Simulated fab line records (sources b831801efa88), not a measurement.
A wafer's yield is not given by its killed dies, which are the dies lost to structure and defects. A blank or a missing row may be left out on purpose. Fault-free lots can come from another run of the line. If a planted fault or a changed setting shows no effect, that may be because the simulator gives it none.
Matching of chambers :: flow gf180mcu :: cmp-01 running GF_V4_CMP_04: 4 sister chambers
The step polishes SiO2. 16 wafers are shown with their chamber, then 8 later ones without.

== WAFERS, EACH WITH ITS CHAMBER ==
wafer: L930.1
chamber: 2
motorCurrentA (A): 14.3
timeToEndpointS (s): 74

wafer: L930.2
chamber: 1
motorCurrentA (A): 10.7
timeToEndpointS (s): 72

wafer: L930.3
chamber: 3
motorCurrentA (A): 11.2
timeToEndpointS (s): 75

wafer: L934.1
chamber: 2
motorCurrentA (A): 13.5
timeToEndpointS (s): 76

wafer: L934.3
chamber: 1
motorCurrentA (A): 10.2
timeToEndpointS (s): 82

wafer: L934.5
chamber: 3
motorCurrentA (A): 10.9
timeToEndpointS (s): 80

wafer: L936.3
chamber: 0
motorCurrentA (A): 11.9
timeToEndpointS (s): 85

wafer: L936.4
chamber: 1
motorCurrentA (A): 10.8
timeToEndpointS (s): 91

wafer: L936.5
chamber: 3
motorCurrentA (A): 11.0
timeToEndpointS (s): 87

wafer: L943.1
chamber: 3
motorCurrentA (A): 10.8
timeToEndpointS (s): 77

wafer: L943.2
chamber: 0
motorCurrentA (A): 13.1
timeToEndpointS (s): 76

wafer: L943.3
chamber: 2
motorCurrentA (A): 13.6
timeToEndpointS (s): 81

wafer: L945.3
chamber: 2
motorCurrentA (A): 13.9
timeToEndpointS (s): 83

wafer: L945.5
chamber: 0
motorCurrentA (A): 12.3
timeToEndpointS (s): 89

wafer: L945.6
chamber: 1
motorCurrentA (A): 10.5
timeToEndpointS (s): 88

wafer: L946.2
chamber: 1
motorCurrentA (A): 11.0
timeToEndpointS (s): 85

SIGNATURES (means of the wafers above)
reading: motorCurrentA
chamber 0: 12.433
chamber 1: 10.640
chamber 2: 13.825
chamber 3: 10.975
scatter within a chamber: 0.364

reading: timeToEndpointS
chamber 0: 83.33
chamber 1: 83.60
chamber 2: 78.50
chamber 3: 79.75
scatter within a chamber: 6.04
Rule: for a wafer and a chamber, the distance is found by dividing, reading by reading, the gap between the wafer's reading and the chamber's mean by the reading's scatter, squaring, summing and taking the root. The wafer belongs to the nearest chamber; if the next one is less than 2 further off, it can't be placed. How the scatter is found: for the shown wafers, subtract from each reading the mean of its chamber, square and add these, divide the total by (wafers less chambers), then take the root.

== WAFERS WITH NO CHAMBER GIVEN ==
wafer: L946.4
motorCurrentA (A): 13.0
timeToEndpointS (s): 87

wafer: L946.5
motorCurrentA (A): 14.3
timeToEndpointS (s): 85

wafer: L947.3
motorCurrentA (A): 14.4
timeToEndpointS (s): 83

wafer: L947.4
motorCurrentA (A): 12.4
timeToEndpointS (s): 88

wafer: L947.6
motorCurrentA (A): 10.3
timeToEndpointS (s): 82

wafer: L949.3
motorCurrentA (A): 10.7
timeToEndpointS (s): 82

wafer: L949.4
motorCurrentA (A): 12.0
timeToEndpointS (s): 81

wafer: L949.6
motorCurrentA (A): 12.9
timeToEndpointS (s): 85

== CHAMBER TAKEN BY EACH ==
wafer: L946.4
from the rows above: can't be placed: 0 or 2
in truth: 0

wafer: L946.5
from the rows above: 2
in truth: 2

wafer: L947.3
from the rows above: 2
in truth: 2

wafer: L947.4
from the rows above: 0
in truth: 0

wafer: L947.6
from the rows above: can't be placed: 1 or 3
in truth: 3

wafer: L949.3
from the rows above: can't be placed: 1 or 3
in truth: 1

wafer: L949.4
from the rows above: can't be placed: 0 or 3
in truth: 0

wafer: L949.6
from the rows above: can't be placed: 0 or 2
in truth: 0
Correct placement for 3 of the 8. From these rows, 5 cannot be placed; in 5 the true chamber is one of the candidates. Placed wrongly: 0.
